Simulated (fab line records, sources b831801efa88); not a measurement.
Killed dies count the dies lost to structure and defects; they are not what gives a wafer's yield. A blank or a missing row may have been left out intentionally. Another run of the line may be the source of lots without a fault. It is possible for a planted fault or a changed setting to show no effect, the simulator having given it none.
Comparing a struck lot with a sound one :: flow sky130 :: 43 steps out of a route of 708
Sound: the wafers L375.1, L375.2, L375.4. The struck wafers were L381.1, L381.2, L381.5. At the end, the cause is stated.
Order at every step that has rows: each side's tool, ch and its chambers, its first start. Under that, the readings that differ: sound wafers :: struck wafers :: difference of the means :: sigmas: that difference in standard deviations of wafers without a fault.
alike: a reading whose means differ by less than 2 such deviations, as well as words and numbers matching on both sides. not compared: withheld readings; readings where some wafer has no value; bounds like >300 that might hide an equal value; numbers whose values overlap and for which the record gives no deviation.
Wherever a step has rows on one side only, a row that says differs or no value, or a row with sigmas, the two part there. Non-overlapping numbers with no deviation appear without sigmas and do not part them. A reading that every wafer of one side lacks parts them only if that side has two wafers or more.

first, 1 step without rows for these wafers: SKY_METAL5_SPUTTER_04 (material TiN, target thk 70 nm, time 58.3 s).
SKY_METAL5_RS_MEAS_05: a four-point-probe measurement.
  struck on filmMetro-01, day 47 18:20; sound on filmMetro-04, day 45 08:02
  alike: METAL5_ALCU_RS
SKY_METAL5_THK_MEAS_06: measures by xrf.
  struck on filmMetro-01, day 47 18:27; sound on filmMetro-04, day 45 08:09
  alike: METAL5_ALCU_THK
then, 7 steps without rows for these wafers: SKY_METAL5_DEHYDRATE_07 (time 60 s); SKY_METAL5_HMDS_08 (prime time 60 s); SKY_METAL5_COAT_09 (resist thk 1800 nm); SKY_METAL5_SOFTBAKE_10 (time 60 s); SKY_METAL5_EXPOSE_11 (exposes mask MM5, target cd 1600 nm); SKY_METAL5_PEB_12; SKY_METAL5_DEVELOP_13 (develop time 60 s).
SKY_METAL5_DESCUM_14: chemistry O2, time 11 s.
  sound on rieMetal-01 ch 0,1, day 46 04:33; struck on rieMetal-04 ch 0,1, day 48 12:54
  alike: drypumpMotorCurrentA, oesProductAu
  not compared: rfHoursCounterH
SKY_METAL5_METAL_ETCH_15: etches the open film in Cl2/BCl3, stops on SiO2, target depth 1260 nm, time 252 s.
  sound on rieMetal-01 ch 0,1, day 46 04:35; struck on rieMetal-04 ch 0,1, day 48 12:56
  alike: biasW, drypumpMotorCurrentA, oesProductAu, throttleValvePct
  not compared: rfHoursCounterH
SKY_METAL5_STRIP_16: strips in O2/N2.
  sound on plasmaAsher-04 ch 0,1, day 46 04:49; struck on plasmaAsher-02 ch 0,1, day 48 13:10
  alike: drypumpMotorCurrentA, oesProductAu, stripTimeToEndpointS
  not compared: rfHoursCounterH
then, 3 steps without rows for these wafers: SKY_METAL5_STRIP_17 (strips in post etch residue remover, time 1200 s); SKY_METAL5_CLEAN_18 (cleans in IPA, time 180 s); SKY_METAL5_CLEAN_19 (cleans in O3/DIW).
SKY_PASSIVATION_CVD_00: deposits SiO2, target thk 90 nm.
  sound on pecvd-04 ch 0,1, day 46 05:25; struck on pecvd-04 ch 0,1, day 48 13:48
  alike: heaterPowerW
SKY_PASSIVATION_THK_MEAS_01:
  struck on filmMetro-04, day 48 13:50; sound on filmMetro-04, day 46 05:26
  alike: PASSIVATION_CVD_00_THK
SKY_PASSIVATION_CVD_02: deposits Si3N4, target thk 540 nm.
  sound on pecvd-01 ch 0,1,2, day 46 05:30; struck on pecvd-02 ch 0,2, day 48 13:53
  alike: heaterPowerW
SKY_PASSIVATION_THK_MEAS_03:
  struck on filmMetro-01, day 48 14:07; sound on filmMetro-03, day 46 05:43
  alike: PASSIVATION_CVD_02_THK
then, 8 steps without rows for these wafers: SKY_PASSIVATION_DEHYDRATE_04 (time 60 s); SKY_PASSIVATION_HMDS_05 (prime time 60 s); SKY_PASSIVATION_COAT_06 (resist thk 3000 nm); SKY_PASSIVATION_SOFTBAKE_07; SKY_PASSIVATION_EXPOSE_08 (exposes mask NSM, target cd 3000 nm); SKY_PASSIVATION_PEB_09; SKY_PASSIVATION_DEVELOP_10 (develop time 60 s); SKY_PASSIVATION_ETCH_11 (etches the open film in CF4/O2, stops on AlCu, target depth 725 nm, time 161.1 s).
SKY_PASSIVATION_STRIP_12: strips in O2/N2.
  sound on plasmaAsher-01 ch 0,1, day 47 02:01; struck on plasmaAsher-02 ch 0,1, day 49 07:31
  alike: drypumpMotorCurrentA, oesProductAu, stripTimeToEndpointS
  not compared: rfHoursCounterH
then, 13 steps without rows for these wafers: SKY_PAD_OPEN_DEHYDRATE_00 (time 60 s); SKY_PAD_OPEN_HMDS_01 (prime time 60 s); SKY_PAD_OPEN_COAT_02 (resist thk 3000 nm); SKY_PAD_OPEN_SOFTBAKE_03; SKY_PAD_OPEN_EXPOSE_04 (exposes mask PDM, target cd 60000 nm); SKY_PAD_OPEN_PEB_05; SKY_PAD_OPEN_DEVELOP_06 (develop time 60 s); SKY_PAD_OPEN_ETCH_07 (etches the open film in CF4/O2, stops on AlCu, target depth 725 nm, time 161.1 s); SKY_PAD_OPEN_STRIP_08 (strips in O2/N2); SKY_PAD_OPEN_STRIP_09 (strips in post etch residue remover, time 1200 s); SKY_PAD_OPEN_CLEAN_10 (cleans in IPA, time 180 s); SKY_PAD_OPEN_CLEAN_11 (cleans in O3/DIW); SKY_PAD_OPEN_ANNEAL_12.
SKY_PAD_OPEN_PROBE_99:
  the record has rows for the struck wafers here (prober-02, day 50 02:42) and none for the sound ones

WHERE THEY PART
Within this record, at SKY_PAD_OPEN_PROBE_99 only.

WHY: the cause the simulator had injected
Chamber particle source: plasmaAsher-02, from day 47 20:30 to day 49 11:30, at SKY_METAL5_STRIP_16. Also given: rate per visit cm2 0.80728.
